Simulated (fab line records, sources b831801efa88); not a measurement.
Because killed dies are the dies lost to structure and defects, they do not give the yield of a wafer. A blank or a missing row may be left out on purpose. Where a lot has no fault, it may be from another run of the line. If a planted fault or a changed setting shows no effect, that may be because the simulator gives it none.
fab line records	flow sky130
record: lots: 24	wafers: 72	lastDay: 50
route steps=708 shown VIA3@574 CAP2M@616 VIA4@660 METAL5@676 PASSIVATION@692
lots with no fault: from the same line, run without faults
startH: hours from the record's first day to the start of the lot's first wafer shown	waitH: hours from the lot's prior step to this one	" unchanged from the row above	L1.1+2: a row that stands for several wafers	- no value present, or no start provided	* or withheld: withheld	< > ~ a bound
route shown NAME@n: NAME is a module with steps in the file, n the number in the route of the first one	usual: mean and standard deviation over wafers with no fault	same: alike in all rows	chamber/n: place in a boat	sites: per-site readings	_std_site: the values' standard deviation	_edge_site: mean of outer sites minus mean of inner sites	radiusMm: for every site, how far away it sits from the centre of the wafer	mask NAME#n: copy n	behind: the most recent tool/chamber to have shaped the wafer	hold: what put the lot on hold/how long, in hours/how the hold closed	device: the n, p or np transistor that did not switch	end of line: the same wafers' tests at the end of the route	a step without rows: its recipe alone	killed: at the first sort, the dies lost to defects and structure; wafer yield is something else	map: the dies of a wafer, with x for killed, . for not killed, _ for no die there
set.NAME: the setting the step ran with; set.NAME@STEP: the setting that earlier step ran with	model.NAME: the simulator's own value behind a step, which no gauge read
route steps across a sampled set of lots; one table per step, one row per wafer
services: when a tool's chamber went out of use (startH, in hours from the record's first day, below 0 if earlier), for how many hours, and the reason
== steps ==
step: SKY_VIA3_THK_MEAS_01
recipe: reads: SiO2_of_VIA3_HDPCVD_00
usual: VIA3_HDPCVD_THK: 1634/21
lot.wafer	tool	chamber	startH	waitH	VIA3_HDPCVD_THK[nm]
L075.2	filmMetro-01	-	920.76	0.1	1623
L075.5	"	-	"	"	1624
L075.6	"	-	"	"	1625
L077.2	filmMetro-01	-	936.15	0.1	1643
L077.3	"	-	"	"	1627
L077.5	"	-	"	"	1645
L074.3	filmMetro-04	-	937.78	0.1	1624
L074.4	"	-	"	"	1620
L074.5	"	-	"	"	1620
L076.2	filmMetro-04	-	938.26	0.1	1649
L076.3	"	-	"	"	1656
L076.6	"	-	"	"	1657
L078.1	filmMetro-02	-	939.92	0.1	1647
L078.3	"	-	"	"	1655
L078.5	"	-	"	"	1665
L079.2	filmMetro-04	-	941.70	0.1	1627
L079.3	"	-	"	"	1600
L079.4	"	-	"	"	1625
L080.1	filmMetro-02	-	946.93	0.1	1640
L080.3	"	-	"	"	1606
L080.6	"	-	"	"	1626
L081.3	filmMetro-04	-	955.11	0.1	1641
L081.4	"	-	"	"	1644
L081.6	"	-	"	"	1621
L082.1	filmMetro-01	-	966.28	0.1	1630
L082.2	"	-	"	"	1638
L082.5	"	-	"	"	1633
L084.2	filmMetro-02	-	976.26	0.1	1627
L084.4	"	-	"	"	1648
L084.6	"	-	"	"	1632
L083.3	filmMetro-01	-	977.16	0.1	1642
L083.4	"	-	"	"	1648
L083.6	"	-	"	"	1665
L085.2	filmMetro-04	-	979.41	0.1	1623
L085.3	"	-	"	"	1609
L085.6	"	-	"	"	1595
L086.2	filmMetro-04	-	1001.88	0.1	1668
L086.4	"	-	"	"	1660
L086.6	"	-	"	"	1618
L088.1	filmMetro-04	-	1017.46	0.1	1659
L088.2	"	-	"	"	1606
L088.3	"	-	"	"	1634
L087.1	filmMetro-04	-	1023.23	0.1	1630
L087.2	"	-	"	"	1638
L087.4	"	-	"	"	1618
L090.1	filmMetro-01	-	1028.89	0.1	1644
L090.3	"	-	"	"	1620
L090.5	"	-	"	"	1648
L089.2	filmMetro-04	-	1030.75	0.1	1634
L089.4	"	-	"	"	1603
L089.6	"	-	"	"	1648
L092.1	filmMetro-04	-	1035.66	0.1	1657
L092.3	"	-	"	"	1691
L092.4	"	-	"	"	1695
L091.1	filmMetro-04	-	1039.31	0.2	1630
L091.2	"	-	"	"	1645
L091.4	"	-	"	"	1633
L093.1	filmMetro-04	-	1042.72	0.1	1600
L093.3	"	-	"	"	1643
L093.6	"	-	"	"	1610
L094.2	filmMetro-01	-	1050.07	0.1	1617
L094.3	"	-	"	"	1603
L094.6	"	-	"	"	1617
L095.3	filmMetro-04	-	1058.76	0.1	1638
L095.4	"	-	"	"	1643
L095.5	"	-	"	"	1636
L096.1	filmMetro-04	-	1064.88	0.1	1658
L096.2	"	-	"	"	1640
L096.5	"	-	"	"	1617
L097.1	filmMetro-04	-	1069.41	0.1	1674
L097.2	"	-	"	"	1653
L097.6	"	-	"	"	1667
step: SKY_VIA3_SPUTTER_20
recipe: material: TiN	targetThkNm: 20	chamberPressurePa: 4.923	powerW: 4000	timeS: 80
usual: throttleValvePct: 30.4/0.96
lot.wafer	tool	chamber	startH	waitH	throttleValvePct
L075.2	pvdSputter-04	-	946.92	0.0	30.9
L075.5	"	-	"	"	31.0
L075.6	"	-	"	"	30.5
L077.2	pvdSputter-04	-	962.31	0.0	29.9
L077.3	"	-	"	"	30.9
L077.5	"	-	"	"	30.9
L074.3	pvdSputter-04	-	963.13	0.0	30.9
L074.4	"	-	"	"	30.2
L074.5	"	-	"	"	30.9
L076.2	pvdSputter-03	-	964.24	0.0	28.5
L076.3	"	-	"	"	30.1
L076.6	"	-	"	"	31.6
L078.1	pvdSputter-04	-	965.77	0.0	30.9
L078.3	"	-	"	"	30.9
L078.5	"	-	"	"	30.2
L079.2	pvdSputter-03	-	966.77	0.0	28.4
L079.3	"	-	"	"	31.6
L079.4	"	-	"	"	30.4
L080.1	pvdSputter-02	-	972.59	0.0	28.2
L080.3	"	-	"	"	31.1
L080.6	"	-	"	"	28.2
L081.3	pvdSputter-03	-	980.64	0.0	28.7
L081.4	"	-	"	"	29.8
L081.6	"	-	"	"	32.0
L082.1	pvdSputter-02	-	991.87	0.0	28.4
L082.2	"	-	"	"	31.6
L082.5	"	-	"	"	31.8
L084.2	pvdSputter-02	-	1000.91	0.0	30.9
L084.4	"	-	"	"	28.3
L084.6	"	-	"	"	30.8
L083.3	pvdSputter-03	-	1002.06	0.0	31.6
L083.4	"	-	"	"	28.5
L083.6	"	-	"	"	31.7
L085.2	pvdSputter-02	-	1004.17	0.0	30.0
L085.3	"	-	"	"	28.1
L085.6	"	-	"	"	31.8
L086.2	pvdSputter-04	-	1026.03	0.0	30.9
L086.4	"	-	"	"	30.2
L086.6	"	-	"	"	30.4
L088.1	pvdSputter-02	-	1041.40	0.0	28.3
L088.2	"	-	"	"	30.9
L088.3	"	-	"	"	29.8
L087.1	pvdSputter-04	-	1047.64	0.0	30.4
L087.2	"	-	"	"	30.9
L087.4	"	-	"	"	31.0
L090.1	pvdSputter-03	-	1052.71	0.0	31.6
L090.3	"	-	"	"	28.6
L090.5	"	-	"	"	28.7
L089.2	pvdSputter-04	-	1055.22	0.0	31.1
L089.4	"	-	"	"	29.8
L089.6	"	-	"	"	30.8
L092.1	pvdSputter-03	-	1058.86	0.0	28.9
L092.3	"	-	"	"	29.8
L092.4	"	-	"	"	31.6
L091.1	pvdSputter-02	-	1063.40	0.0	28.3
L091.2	"	-	"	"	29.9
L091.4	"	-	"	"	31.1
L093.1	pvdSputter-04	-	1066.41	0.0	30.9
L093.3	"	-	"	"	30.3
L093.6	"	-	"	"	30.0
L094.2	pvdSputter-04	-	1073.81	0.0	30.8
L094.3	"	-	"	"	30.7
L094.6	"	-	"	"	30.8
L095.3	pvdSputter-03	-	1082.41	0.0	28.6
L095.4	"	-	"	"	30.5
L095.5	"	-	"	"	31.8
L096.1	pvdSputter-04	-	1088.81	0.0	29.9
L096.2	"	-	"	"	31.1
L096.5	"	-	"	"	29.8
L097.1	pvdSputter-03	-	1092.80	0.0	30.4
L097.2	"	-	"	"	29.7
L097.6	"	-	"	"	30.4
step: SKY_CAP2M_METAL_ETCH_13
recipe: targetDepthNm: 220	stopOn: SiO2	chemistry: Cl2/BCl3	target: TiN	pressureMtorr: 10	icpW: 900	biasW: 48.5	Cl2_flow_sccm: 60	bcl3FlowSccm: 30	timeS: 62.9
usual: drypumpMotorCurrentA: 5.7/0.44	mfcCl2Sccm: 60.01/0.18	oesProductAu: 0.938/0.011	throttleValvePct: 21.904/0.0096
lot.wafer	tool	chamber	startH	waitH	drypumpMotorCurrentA	mfcCl2Sccm	oesProductAu	rfHoursCounterH	throttleValvePct
L075.2	rieMetal-04	1	971.79	0.0	6.0	60.03	0.939	14	21.894
L075.5	"	0	"	"	4.8	60.28	0.941	-	21.903
L075.6	"	1	"	"	6.0	60.16	0.926	-	21.912
L077.2	rieMetal-02	0	987.96	0.0	5.9	60.01	0.938	-	21.909
L077.3	"	0	"	"	5.9	59.92	0.959	-	21.891
L077.5	"	0	"	"	5.9	59.90	0.966	-	21.893
L074.3	rieMetal-04	1	988.26	0.0	6.1	60.01	0.929	-	21.900
L074.4	"	0	"	"	4.8	60.30	0.950	-	21.901
L074.5	"	1	"	"	6.1	60.14	0.928	-	21.902
L076.2	rieMetal-02	0	988.92	0.0	5.9	60.00	0.963	-	21.898
L076.3	"	0	"	"	5.9	59.92	0.930	-	21.910
L076.6	"	0	"	"	5.9	59.92	0.955	-	21.896
L078.1	rieMetal-01	1	990.35	0.0	5.5	60.26	0.969	13	21.900
L078.3	"	0	"	"	6.0	60.12	0.938	-	21.910
L078.5	"	1	"	"	5.4	60.13	0.936	-	21.923
L079.2	rieMetal-04	1	991.10	0.0	6.0	59.90	0.928	15	21.925
L079.3	"	1	"	"	6.1	60.08	0.940	-	21.909
L079.4	"	0	"	"	4.8	59.97	0.929	-	21.909
L080.1	rieMetal-02	0	997.19	0.0	5.9	60.06	0.945	7	21.904
L080.3	"	0	"	"	5.9	60.00	0.921	-	21.905
L080.6	"	0	"	"	6.0	60.02	0.922	-	21.927
L081.3	rieMetal-04	0	1005.43	0.0	4.8	60.16	0.947	-	21.900
L081.4	"	1	"	"	6.0	60.10	0.946	-	21.896
L081.6	"	0	"	"	4.8	59.91	0.947	-	21.887
L082.1	rieMetal-02	1	1016.26	0.0	6.0	60.36	0.918	15	21.905
L082.2	"	0	"	"	5.9	59.82	0.925	8	21.912
L082.5	"	0	"	"	5.9	59.87	0.923	-	21.913
L084.2	rieMetal-02	0	1024.50	0.0	5.9	60.10	0.936	9	21.905
L084.4	"	1	"	"	6.0	60.46	0.933	-	21.905
L084.6	"	0	"	"	5.9	59.98	0.939	-	21.908
L083.3	rieMetal-01	1	1026.62	0.0	5.5	59.85	0.939	-	21.891
L083.4	"	0	"	"	6.0	59.75	0.937	-	21.905
L083.6	"	0	"	"	6.0	60.08	0.950	-	21.906
L085.2	rieMetal-04	1	1028.66	0.0	6.0	59.89	0.935	17	21.915
L085.3	"	0	"	"	4.8	60.08	0.915	-	21.915
L085.6	"	0	"	"	4.8	60.19	0.929	-	21.917
L086.2	rieMetal-02	0	1049.64	0.0	5.9	59.66	0.936	11	21.908
L086.4	"	1	"	"	6.0	60.21	0.928	-	21.918
L086.6	"	0	"	"	5.9	60.02	0.955	-	21.886
L088.1	rieMetal-02	1	1064.91	0.0	6.0	59.88	0.936	18	21.913
L088.2	"	0	"	"	5.9	59.92	0.940	12	21.907
L088.3	"	1	"	"	6.0	60.40	0.929	-	21.901
L087.1	rieMetal-04	1	1070.21	0.0	6.1	60.18	0.931	19	21.912
L087.2	"	0	"	"	4.8	60.31	0.942	16	21.900
L087.4	"	1	"	"	6.1	60.10	0.946	-	21.899
L090.1	rieMetal-04	0	1075.64	0.0	4.8	59.75	0.937	17	21.890
L090.3	"	0	"	"	4.8	59.81	0.949	-	21.917
L090.5	"	1	"	"	6.1	59.93	0.936	-	21.911
L089.2	rieMetal-04	1	1078.19	0.0	6.0	59.89	0.922	20	21.918
L089.4	"	1	"	"	6.0	59.89	0.932	-	21.901
L089.6	"	1	"	"	6.0	59.67	0.927	-	21.905
L092.1	rieMetal-01	1	1081.41	0.0	5.4	60.52	0.933	20	21.895
L092.3	"	0	"	"	6.0	59.84	0.959	-	21.883
L092.4	"	1	"	"	5.4	60.11	0.935	-	21.902
L091.1	rieMetal-01	0	1086.39	0.0	6.0	59.84	0.919	23	21.911
L091.2	"	1	"	"	5.4	60.11	0.941	20	21.915
L091.4	"	1	"	"	5.4	59.81	0.940	-	21.904
L093.1	rieMetal-01	0	1088.79	0.0	6.0	59.89	0.936	23	21.893
L093.3	"	0	"	"	6.0	59.79	0.930	-	21.916
L093.6	"	0	"	"	6.0	59.75	0.961	-	21.906
L094.2	rieMetal-01	0	1096.70	0.0	6.0	59.88	0.928	24	21.898
L094.3	"	1	"	"	5.4	59.89	0.925	-	21.902
L094.6	"	0	"	"	6.0	59.95	0.933	-	21.911
L095.3	rieMetal-02	1	1105.42	0.0	6.0	60.05	0.937	-	21.908
L095.4	"	0	"	"	6.0	59.67	0.949	-	21.901
L095.5	"	1	"	"	6.0	60.04	0.943	-	21.906
L096.1	rieMetal-02	1	1111.05	0.0	6.0	60.23	0.927	22	21.917
L096.2	"	0	"	"	5.9	60.26	0.945	15	21.920
L096.5	"	0	"	"	5.9	60.17	0.927	-	21.910
L097.1	rieMetal-01	1	1114.60	0.0	5.5	59.88	0.941	22	21.907
L097.2	"	0	"	"	6.0	59.77	0.930	25	21.903
L097.6	"	1	"	"	5.4	60.12	0.959	-	21.893
step: SKY_VIA4_CMP_21
recipe: stopOn: SiO2	tOverpolishS: 25	downForcePsi: 3.5	platenRpm: 60	targetThkNm: 0	padVelocityMS: 0.94248
usual: edgeZonePressureFrac: 1.000/0.0054	motorCurrentA: 11.6/1.3	overpolishRunS: 25.000/0.0093	slurryFilterDpKPa: 13.51/0.13	timeToEndpointS: 129/6.2
lot.wafer	tool	chamber	startH	waitH	edgeZonePressureFrac	motorCurrentA	overpolishRunS	slurryFilterDpKPa	timeToEndpointS
L075.2	cmp-01	0	1022.54	0.0	0.994	11.5	24.993	13.72	142
L075.5	"	0	"	"	0.988	11.9	25.003	13.34	144
L075.6	"	1	"	"	0.994	13.0	25.006	13.52	131
L077.3	cmp-02	3	1037.89	0.1	1.001	9.2	25.011	13.60	120
L077.2	"	0	"	"	0.987	10.2	25.009	13.81	134
L077.5	"	3	"	"	0.998	9.3	24.994	13.49	117
L074.3	cmp-01	1	1037.99	0.1	1.004	13.1	24.985	13.60	121
L074.4	"	3	"	"	1.002	11.6	25.002	13.36	130
L074.5	"	1	"	"	0.996	13.0	25.000	13.50	124
L076.3	cmp-01	0	1039.15	0.0	1.004	11.9	25.006	13.82	135
L076.2	"	1	"	"	1.003	13.3	25.004	13.44	124
L076.6	"	1	"	"	0.998	13.7	24.993	13.26	125
L078.3	cmp-01	2	1040.29	0.1	1.001	11.6	24.999	13.30	131
L078.1	"	0	"	"	1.001	11.1	24.996	13.53	143
L078.5	"	1	"	"	0.988	14.0	24.990	13.82	129
L079.3	cmp-02	0	1040.92	0.0	1.008	9.9	24.994	13.45	133
L079.2	"	1	"	"	1.007	11.4	25.008	13.52	137
L079.4	"	3	"	"	1.006	9.1	24.998	13.33	119
L080.1	cmp-01	3	1047.68	0.1	0.995	11.8	25.007	13.78	131
L080.3	"	0	"	"	0.999	11.3	25.012	13.55	138
L080.6	"	2	"	"	1.001	10.9	24.990	13.56	126
L081.3	cmp-02	0	1055.77	0.1	0.998	9.8	24.999	13.53	137
L081.4	"	1	"	"	1.000	12.2	24.995	13.52	136
L081.6	"	3	"	"	1.005	9.8	24.997	13.65	122
L082.2	cmp-02	3	1066.12	0.1	0.999	9.9	24.982	13.35	118
L082.1	"	0	"	"	1.004	10.0	25.004	13.43	132
L082.5	"	2	"	"	0.999	14.0	25.004	13.57	128
L084.2	cmp-02	3	1072.94	0.1	0.994	9.4	25.005	13.70	115
L084.4	"	0	"	"	1.000	10.3	24.991	13.42	131
L084.6	"	3	"	"	0.993	9.6	24.999	13.42	118
L083.4	cmp-01	2	1074.95	0.0	0.987	11.2	24.994	13.35	127
L083.3	"	0	"	"	0.998	11.9	25.006	13.41	137
L083.6	"	3	"	"	1.000	11.4	24.999	13.61	132
L085.3	cmp-02	2	1076.74	0.0	0.989	12.4	24.990	13.61	126
L085.2	"	3	"	"	1.008	9.4	24.990	13.29	120
L085.6	"	3	"	"	1.000	9.2	24.995	13.35	116
L086.4	cmp-01	1	1097.62	0.0	1.006	13.1	25.000	13.49	118
L086.2	"	2	"	"	0.999	11.4	25.004	13.71	120
L086.6	"	1	"	"	0.999	12.4	24.977	13.66	122
L088.3	cmp-01	1	1111.37	0.1	0.999	12.2	24.991	13.67	124
L088.1	"	2	"	"	1.000	11.8	25.022	13.41	124
L088.2	"	3	"	"	1.009	11.4	25.021	13.51	136
L087.2	cmp-01	1	1115.95	0.0	1.004	13.2	25.003	13.51	124
L087.1	"	3	"	"	1.004	11.3	24.979	13.36	125
L087.4	"	0	"	"	1.013	11.8	25.008	13.74	134
L090.3	cmp-02	1	1122.45	0.0	0.994	12.0	24.993	13.42	137
L090.1	"	3	"	"	1.006	9.2	24.993	13.45	125
L090.5	"	2	"	"	1.001	12.7	24.994	13.78	128
L089.4	cmp-01	1	1124.61	0.2	1.004	13.0	25.014	13.41	129
L089.2	"	0	"	"	1.001	11.9	24.990	13.76	139
L089.6	"	1	"	"	0.996	13.9	24.997	13.22	127
L092.4	cmp-02	2	1125.92	0.1	0.998	13.4	24.998	13.51	128
L092.1	"	3	"	"	1.004	9.0	24.992	13.54	121
L092.3	"	0	"	"	0.998	9.6	25.002	13.52	135
L091.2	cmp-02	2	1131.16	0.0	1.004	13.5	24.990	13.48	132
L091.4	"	0	"	"	1.000	10.3	24.999	13.48	136
L091.1	"	1	"	"	0.995	12.5	25.014	13.38	131
L093.3	cmp-02	1	1132.36	0.1	0.995	11.4	24.993	13.21	131
L093.1	"	2	"	"	0.989	13.8	25.005	13.46	127
L093.6	"	0	"	"	0.998	9.6	25.003	13.68	133
L094.3	cmp-01	1	1140.78	0.1	0.998	13.0	25.000	13.72	124
L094.2	"	2	"	"	1.005	11.4	24.991	13.52	129
L094.6	"	3	"	"	0.997	11.9	25.005	13.51	141
L095.3	cmp-01	1	1147.29	0.0	0.994	12.6	25.004	13.51	127
L095.4	"	0	"	"	1.008	11.4	24.990	13.49	135
L095.5	"	2	"	"	1.003	11.7	25.023	13.54	124
L096.1	cmp-02	1	1152.55	0.1	0.993	11.8	25.001	13.35	135
L096.2	"	3	"	"	1.005	8.9	25.002	13.50	116
L096.5	"	2	"	"	0.993	12.9	25.011	13.30	124
L097.2	cmp-01	0	1155.39	0.1	0.998	11.7	25.003	13.48	137
L097.1	"	1	"	"	1.000	12.8	24.996	13.61	127
L097.6	"	3	"	"	1.000	11.1	24.997	13.58	132
step: SKY_METAL5_METAL_ETCH_15
recipe: targetDepthA: 12600	stopOn: SiO2	overEtchFrac: 0.2	timeS: 252	chemistry: Cl2/BCl3	resistSidewallDeg: 86	pressureMtorr: 10	icpW: 900	biasW: 48.5	Cl2_flow_sccm: 60	bcl3FlowSccm: 30
usual: drypumpMotorCurrentA: 5.8/0.44	mfcCl2Sccm: 60.00/0.16	oesProductAu: 0.894/0.0054	throttleValvePct: 22.264/0.0088
lot.wafer	tool	chamber	startH	waitH	drypumpMotorCurrentA	mfcCl2Sccm	oesProductAu	rfHoursCounterH	throttleValvePct
L075.2	rieMetal-04	0	1046.17	0.1	4.8	60.30	0.901	-	22.258
L075.5	"	0	"	"	4.8	60.19	0.895	-	22.272
L075.6	"	0	"	"	4.8	59.94	0.893	-	22.269
L077.2	rieMetal-03	1	1060.00	0.0	6.1	59.67	0.891	16	22.266
L077.3	"	1	"	"	6.1	59.89	0.888	-	22.261
L077.5	"	1	"	"	6.1	59.63	0.891	-	22.249
L074.3	rieMetal-02	0	1060.38	0.1	6.0	60.11	0.890	-	22.265
L074.4	"	1	"	"	6.0	59.87	0.891	-	22.266
L074.5	"	0	"	"	6.0	60.01	0.890	-	22.269
L076.2	rieMetal-04	0	1062.00	0.0	4.8	59.88	0.900	16	22.260
L076.3	"	0	"	"	4.8	59.96	0.888	-	22.265
L076.6	"	0	"	"	4.8	59.94	0.899	-	22.251
L078.1	rieMetal-02	1	1063.63	0.0	6.0	59.97	0.894	18	22.266
L078.3	"	1	"	"	6.0	60.06	0.891	-	22.264
L078.5	"	1	"	"	6.0	59.99	0.887	-	22.270
L079.2	rieMetal-04	1	1063.94	0.0	6.0	59.90	0.895	19	22.266
L079.3	"	1	"	"	6.0	60.09	0.897	-	22.259
L079.4	"	0	"	"	4.8	59.84	0.889	-	22.263
L080.1	rieMetal-02	0	1069.90	0.0	5.9	59.99	0.892	12	22.261
L080.3	"	0	"	"	5.9	59.93	0.899	-	22.264
L080.6	"	1	"	"	6.0	59.92	0.905	-	22.257
L081.3	rieMetal-02	1	1077.47	0.1	6.0	59.84	0.889	-	22.275
L081.4	"	0	"	"	6.0	59.68	0.892	-	22.260
L081.6	"	0	"	"	6.0	60.04	0.894	-	22.264
L082.1	rieMetal-02	1	1088.63	0.0	6.0	60.31	0.898	20	22.256
L082.2	"	0	"	"	5.9	59.73	0.893	14	22.266
L082.5	"	0	"	"	5.9	59.94	0.904	-	22.261
L084.2	rieMetal-04	0	1095.60	0.0	4.8	59.78	0.893	18	22.271
L084.4	"	1	"	"	6.1	60.19	0.896	-	22.273
L084.6	"	1	"	"	6.1	59.98	0.891	-	22.271
L083.3	rieMetal-04	1	1096.51	0.1	6.1	60.02	0.900	-	22.251
L083.4	"	0	"	"	4.8	59.86	0.892	-	22.274
L083.6	"	0	"	"	4.8	59.79	0.892	-	22.280
L085.2	rieMetal-02	1	1099.44	0.0	6.0	60.18	0.899	21	22.271
L085.3	"	1	"	"	6.0	60.11	0.901	-	22.252
L085.6	"	0	"	"	5.9	60.03	0.887	-	22.256
L086.2	rieMetal-03	0	1118.88	0.0	5.7	60.11	0.902	5	22.261
L086.4	"	0	"	"	5.7	60.19	0.892	-	22.265
L086.6	"	0	"	"	5.7	60.17	0.900	-	22.266
L088.1	rieMetal-03	1	1131.44	0.0	6.1	59.91	0.891	21	22.266
L088.2	"	0	"	"	5.7	59.81	0.901	6	22.272
L088.3	"	1	"	"	6.1	59.99	0.893	-	22.255
L087.1	rieMetal-04	1	1134.99	0.1	6.0	59.76	0.901	25	22.265
L087.2	"	1	"	"	6.0	60.07	0.894	-	22.258
L087.4	"	1	"	"	6.0	59.64	0.889	-	22.265
L090.1	rieMetal-04	1	1142.29	0.0	6.0	59.89	0.898	26	22.260
L090.3	"	1	"	"	6.0	60.05	0.896	-	22.261
L090.5	"	0	"	"	4.8	60.04	0.890	-	22.255
L089.2	rieMetal-02	1	1143.74	0.0	6.0	60.03	0.898	24	22.267
L089.4	"	1	"	"	6.0	60.14	0.894	-	22.250
L089.6	"	1	"	"	6.0	60.09	0.891	-	22.260
L092.1	rieMetal-03	0	1145.58	0.0	5.7	60.40	0.895	8	22.261
L092.3	"	1	"	"	6.1	59.88	0.900	-	22.278
L092.4	"	0	"	"	5.7	60.03	0.889	-	22.267
L091.1	rieMetal-02	0	1149.84	0.0	5.9	60.37	0.886	19	22.269
L091.2	"	1	"	"	6.0	60.14	0.892	25	22.239
L091.4	"	0	"	"	5.9	59.99	0.892	-	22.256
L093.1	rieMetal-04	0	1150.40	0.0	4.8	60.25	0.900	20	22.266
L093.3	"	1	"	"	6.1	59.97	0.899	-	22.266
L093.6	"	1	"	"	6.1	60.05	0.891	-	22.270
L094.2	rieMetal-03	0	1159.49	0.0	5.7	60.05	0.886	9	22.272
L094.3	"	0	"	"	5.7	59.97	0.898	-	22.270
L094.6	"	1	"	"	6.1	60.15	0.884	-	22.253
L095.3	rieMetal-03	1	1165.86	0.1	6.1	59.94	0.893	-	22.262
L095.4	"	0	"	"	5.7	60.25	0.892	-	22.267
L095.5	"	1	"	"	6.1	59.99	0.897	-	22.263
L096.1	rieMetal-03	1	1170.88	0.0	6.1	59.76	0.897	25	22.268
L096.2	"	0	"	"	5.7	60.04	0.887	10	22.259
L096.5	"	1	"	"	6.1	59.95	0.895	-	22.285
L097.1	rieMetal-02	0	1173.00	0.0	5.9	59.82	0.892	21	22.260
L097.2	"	1	"	"	6.0	60.09	0.890	27	22.257
L097.6	"	0	"	"	5.9	60.09	0.891	-	22.272
step: SKY_PASSIVATION_ETCH_11
recipe: chemistry: CF4/O2	targetDepthNm: 725	stopOn: AlCu	sourceW: 800	biasW: 150	pressureMtorr: 150	cf4FlowSccm: 80	O2_flow_sccm: 10	timeS: 161.1
usual: drypumpMotorCurrentA: 5.4/0.33	oesProductAu: 0.977/0.0091	throttleValvePct: 5.965/0.0091
lot.wafer	tool	chamber	startH	waitH	drypumpMotorCurrentA	oesProductAu	rfHoursCounterH	throttleValvePct
L075.2	rieDiel-04	0	1069.35	-	5.6	0.977	11	5.942
L075.5	"	2	"	"	5.8	0.986	-	5.959
L075.6	"	0	"	"	5.7	0.984	-	5.959
L077.2	rieDiel-04	2	1082.46	-	5.8	0.976	23	5.964
L077.3	"	1	"	"	5.1	0.945	26	5.950
L077.5	"	1	"	"	5.1	0.960	-	5.962
L074.3	rieDiel-01	2	1082.87	-	4.7	0.967	11	5.969
L074.4	"	3	"	"	5.8	0.983	13	5.965
L074.5	"	1	"	"	5.2	0.983	-	5.971
L076.2	rieDiel-02	3	1084.95	-	5.3	0.971	24	5.953
L076.3	"	0	"	"	5.0	0.976	2	5.969
L076.6	"	2	"	"	5.0	0.977	-	5.965
L078.1	rieDiel-01	0	1086.47	-	5.8	0.987	19	5.977
L078.3	"	3	"	"	5.8	0.992	13	5.976
L078.5	"	3	"	"	5.8	0.982	-	5.971
L079.2	rieDiel-04	0	1087.17	-	5.7	0.971	12	5.965
L079.3	"	1	"	"	5.1	0.959	26	5.963
L079.4	"	0	"	"	5.7	0.978	-	5.972
L080.1	rieDiel-02	3	1092.26	-	5.3	0.979	25	5.960
L080.3	"	0	"	"	5.0	0.989	2	5.971
L080.6	"	0	"	"	5.0	0.979	-	5.969
L081.3	rieDiel-01	1	1099.76	-	5.2	0.980	11	5.959
L081.4	"	0	"	"	5.7	0.982	19	5.971
L081.6	"	1	"	"	5.3	0.977	-	5.957
L082.1	rieDiel-02	3	1111.36	-	5.3	0.978	25	5.951
L082.2	"	2	"	"	5.0	0.993	28	5.973
L082.5	"	0	"	"	5.0	0.995	-	5.967
L084.2	rieDiel-01	1	1116.95	-	5.3	0.979	12	5.953
L084.4	"	3	"	"	5.8	0.992	-	5.955
L084.6	"	1	"	"	5.2	0.987	-	5.942
L083.3	rieDiel-01	3	1118.10	-	5.8	0.998	14	5.974
L083.4	"	1	"	"	5.2	0.985	-	5.962
L083.6	"	0	"	"	5.7	0.980	-	5.961
L085.2	rieDiel-02	1	1120.77	-	5.2	0.980	24	5.968
L085.3	"	3	"	"	5.4	0.974	26	5.938
L085.6	"	2	"	"	5.0	0.977	-	5.973
L086.2	rieDiel-04	0	1139.56	-	5.7	0.977	13	5.966
L086.4	"	3	"	"	5.2	0.981	2	5.967
L086.6	"	0	"	"	5.7	0.969	-	5.966
L088.1	rieDiel-02	0	1150.20	-	5.0	0.979	4	5.978
L088.2	"	3	"	"	5.4	0.981	27	5.966
L088.3	"	1	"	"	5.2	0.976	25	5.965
L087.1	rieDiel-01	0	1154.72	-	5.7	0.971	21	5.975
L087.2	"	1	"	"	5.2	0.963	14	5.962
L087.4	"	3	"	"	5.8	0.995	15	5.960
L090.1	rieDiel-01	3	1161.76	-	5.8	0.979	16	5.970
L090.3	"	0	"	"	5.7	0.977	22	5.970
L090.5	"	0	"	"	5.7	0.976	-	5.972
L089.2	rieDiel-04	0	1163.07	-	5.7	0.976	14	5.949
L089.4	"	3	"	"	5.3	0.983	3	5.951
L089.6	"	0	"	"	5.7	0.969	-	5.965
L092.1	rieDiel-01	1	1165.46	-	5.2	0.978	14	5.968
L092.3	"	2	"	"	4.7	0.974	14	5.956
L092.4	"	0	"	"	5.7	0.980	22	5.956
L091.1	rieDiel-01	1	1168.97	-	5.2	0.966	14	5.958
L091.2	"	2	"	"	4.7	0.980	14	5.957
L091.4	"	3	"	"	5.8	0.986	16	5.980
L093.1	rieDiel-02	3	1169.55	-	5.4	0.984	28	5.957
L093.3	"	0	"	"	5.0	0.978	5	5.974
L093.6	"	1	"	"	5.2	0.977	-	5.962
L094.2	rieDiel-04	1	1177.12	-	5.1	0.956	30	5.977
L094.3	"	3	"	"	5.3	0.966	3	5.965
L094.6	"	2	"	"	5.8	0.986	-	5.969
L095.3	rieDiel-04	3	1184.60	-	5.3	0.981	4	5.953
L095.4	"	1	"	"	5.1	0.970	30	5.953
L095.5	"	0	"	"	5.7	0.981	-	5.951
L096.1	rieDiel-04	1	1188.35	-	5.1	0.956	30	5.951
L096.2	"	0	"	"	5.6	0.967	15	5.972
L096.5	"	0	"	"	5.6	0.981	-	5.973
L097.1	rieDiel-04	0	1190.06	-	5.7	0.969	15	5.973
L097.2	"	2	"	"	5.8	0.976	28	5.969
L097.6	"	2	"	"	5.8	0.986	-	5.959
== services ==
tool	chamber	startH	hours	kind
rieMetal-02	-	950.03	0.7	repair
rieDiel-01	2	955.54	13.3	repair
cmp-02	-	972.86	1.5	repair
rieMetal-02	1	986.10	19.4	repair
cmp-01	-	987.77	7.2	pm
rieDiel-04	-	1023.91	0.6	repair
rieMetal-04	1	1034.51	11.9	repair
rieDiel-04	-	1045.87	2.8	pm
rieMetal-02	-	1055.53	0.8	repair
rieDiel-04	3	1060.60	6.8	repair
cmp-02	-	1084.22	4.0	pm
rieDiel-04	1	1107.01	4.8	repair
rieDiel-01	2	1107.96	10.3	repair
rieMetal-04	0	1113.79	25.7	repair
rieDiel-04	0	1126.12	13.0	repair
cmp-01	-	1137.86	0.3	repair
pvdSputter-04	-	1139.41	5.3	repair
pvdSputter-04	-	1140.27	3.9	repair
cmp-01	-	1167.60	2.0	repair
cmp-01	-	1167.70	5.3	repair
rieDiel-01	-	1170.03	0.1	repair
pvdSputter-03	-	1170.87	4.8	repair
rieMetal-04	-	1174.50	1.6	repair
cmp-01	-	1187.56	3.8	pm
== key ==
fault none
